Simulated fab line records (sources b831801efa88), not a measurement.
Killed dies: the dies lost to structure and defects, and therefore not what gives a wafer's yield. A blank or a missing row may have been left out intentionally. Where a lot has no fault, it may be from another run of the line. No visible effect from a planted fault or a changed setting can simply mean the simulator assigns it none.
fab line records    flow sfqLine
record: lots: 13  wafers: 39  lastDay: 79
route steps=325 shown R5@225
lots that met no fault: taken from a fault-free run of the same line
startH: hours from the record's first day to the start of the lot's first wafer shown    waitH: hours since the lot's step before    " repeats the value in the row above    L1.1+2: a row that stands for several wafers    - no value, or no start was given    * or withheld: withheld    < > ~ a bound
route shown NAME@n: a module of which the file shows steps, and the number in the route of the first    usual: mean/standard deviation taken from wafers without a fault    same: alike in all rows    chamber/n: place in a boat    sites: the reading at each site    _std_site: the values' standard deviation    _edge_site: mean of outer sites minus mean of inner sites    radiusMm: how far each site lies from the wafer's centre    mask NAME#n: copy n    behind: tool/chamber where the wafer was last shaped    hold: cause of the lot's hold/its duration in hours/its outcome    device: whichever transistor did not switch (one of n, p or np)    end of line: the tests these same wafers got at the end of their route    where a step has no rows: the recipe by itself    killed: count of dies lost to structure and defects at first sort (not the wafer's yield)    map: per-die view of a wafer (x killed, . not killed, _ where there is no die)
set.NAME: the run value of the setting; set.NAME@STEP: its run value at that earlier step    model.NAME: the simulator's own value behind a step, which no gauge read
one table for each step of the route and one row for each wafer, over a sample of lots
services: when a tool's chamber went out of use (startH, in hours from the record's first day, below 0 if earlier), for how many hours, and the reason
== steps ==
step: SFQ_TRILAYER_R5_ETCH_METAL_ETCH_139
recipe: stopOn: SiO2  maskMaterial: PR  chemistry: Cl2  targetDepthNm: 60  icpW: 600  biasW: 80  pressureMtorr: 10  timeS: 40
usual: chamberPressureMTorr: 10.001/0.0084  drypumpMotorCurrentA: 5.9/0.63  oesProductAu: 0.987/0.0059
same: timeS: 40
lot.wafer  tool         chamber  startH   waitH  chamberPressureMTorr  drypumpMotorCurrentA  oesProductAu  rfHoursCounterH
L564.1     rieMetal-02  1        1306.35  0.0    10.009                6.0                   0.989         112
L564.4     "            0        "        "      10.002                4.8                   0.991         -
L564.6     "            0        "        "      10.002                4.8                   0.995         -
L565.1     rieMetal-04  0        1311.15  0.0    9.996                 6.2                   0.993         121
L565.2     "            1        "        "      9.993                 5.0                   0.984         87
L565.4     "            1        "        "      10.007                5.1                   0.984         -
L566.1     rieMetal-04  0        1314.75  0.0    10.001                6.2                   0.994         122
L566.3     "            1        "        "      10.012                5.0                   0.978         -
L566.4     "            0        "        "      10.000                6.2                   0.996         -
L567.3     rieMetal-02  1        1317.17  0.0    9.997                 6.0                   0.977         -
L567.4     "            0        "        "      10.018                4.8                   0.992         -
L567.5     "            0        "        "      10.005                4.8                   0.991         -
L568.4     rieMetal-03  0        1324.59  0.0    10.008                6.3                   0.989         -
L568.5     "            0        "        "      10.008                6.3                   0.995         -
L568.6     "            1        "        "      10.003                6.4                   0.994         -
L569.2     rieMetal-04  1        1325.77  0.0    9.998                 5.0                   0.985         89
L569.3     "            1        "        "      9.995                 5.0                   0.988         -
L569.5     "            1        "        "      9.987                 5.0                   0.990         -
L570.3     rieMetal-02  1        1326.99  0.0    9.999                 6.0                   0.980         -
L570.4     "            0        "        "      10.016                4.9                   0.996         -
L570.6     "            1        "        "      10.000                6.0                   0.975         -
L572.2     rieMetal-03  1        1347.73  0.0    10.003                6.5                   0.989         9
L572.3     "            0        "        "      10.003                6.3                   0.992         -
L572.6     "            1        "        "      10.005                6.5                   0.988         -
L573.1     rieMetal-03  0        1406.32  0.0    9.972                 6.3                   0.990         27
L573.3     "            1        "        "      9.987                 6.5                   0.981         -
L573.6     "            1        "        "      10.003                6.4                   0.980         -
L575.4     rieMetal-03  0        1415.90  0.0    10.011                6.3                   0.987         -
L575.5     "            1        "        "      10.004                6.5                   0.984         -
L575.6     "            0        "        "      9.998                 6.3                   0.979         -
L576.3     rieMetal-04  1        1527.80  0.0    10.002                5.1                   0.982         -
L576.5     "            1        "        "      10.004                5.0                   0.976         -
L576.6     "            0        "        "      9.999                 6.2                   0.986         -
L578.4     rieMetal-02  0        1532.70  0.1    9.994                 4.8                   0.993         -
L578.5     "            0        "        "      9.994                 4.8                   0.987         -
L578.6     "            0        "        "      9.993                 4.9                   0.986         -
L584.1     rieMetal-04  1        1571.94  0.0    10.000                5.1                   0.879         129
L584.2     "            0        "        "      10.003                6.2                   0.981         10
L584.4     "            0        "        "      10.006                6.2                   0.990         -
== services ==
tool         chamber  startH   hours  kind
rieMetal-02  -        1288.60  5.3    repair
rieMetal-03  0        1293.40  11.5   repair
rieMetal-02  -        1301.21  0.3    repair
rieMetal-03  0        1311.34  7.3    repair
rieMetal-03  1        1316.08  4.3    repair
rieMetal-02  1        1333.35  2.8    repair
rieMetal-04  -        1375.47  2.8    pm
rieMetal-03  -        1424.60  14.6   pm
rieMetal-04  0        1492.40  -      clean
rieMetal-04  0        1492.40  -      consumableReplace:focusRing
rieMetal-04  0        1492.40  22.4   scheduledDown
rieMetal-04  0        1492.40  22.4   ventCycle
rieMetal-03  -        1507.12  5.0    repair
rieMetal-02  1        1528.98  -      clean
rieMetal-02  1        1528.98  -      consumableReplace:focusRing
rieMetal-02  1        1528.98  18.9   scheduledDown
rieMetal-02  1        1528.98  18.9   ventCycle
== key ==
firstSign: step: SFQ_TRILAYER_R5_ETCH_METAL_ETCH_139  reading: oesProductAu  direction: down  sigmas: 18  usual: 0.987  struck: 0.879
effect none on later readings
metAt SFQ_TRILAYER_R5_ETCH_METAL_ETCH_139
struckLots L584
struckWafers L584.1
onsetBetween 1527.80 1571.94
fault: kind: processParameterDrift  tool: rieMetal-04  chamber: -  onsetH: 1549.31  steps: SFQ_TRILAYER_R5_ETCH_METAL_ETCH_139  channel: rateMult  offset: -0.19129  shape: step  endH: 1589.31  scope: struckWafersOnly
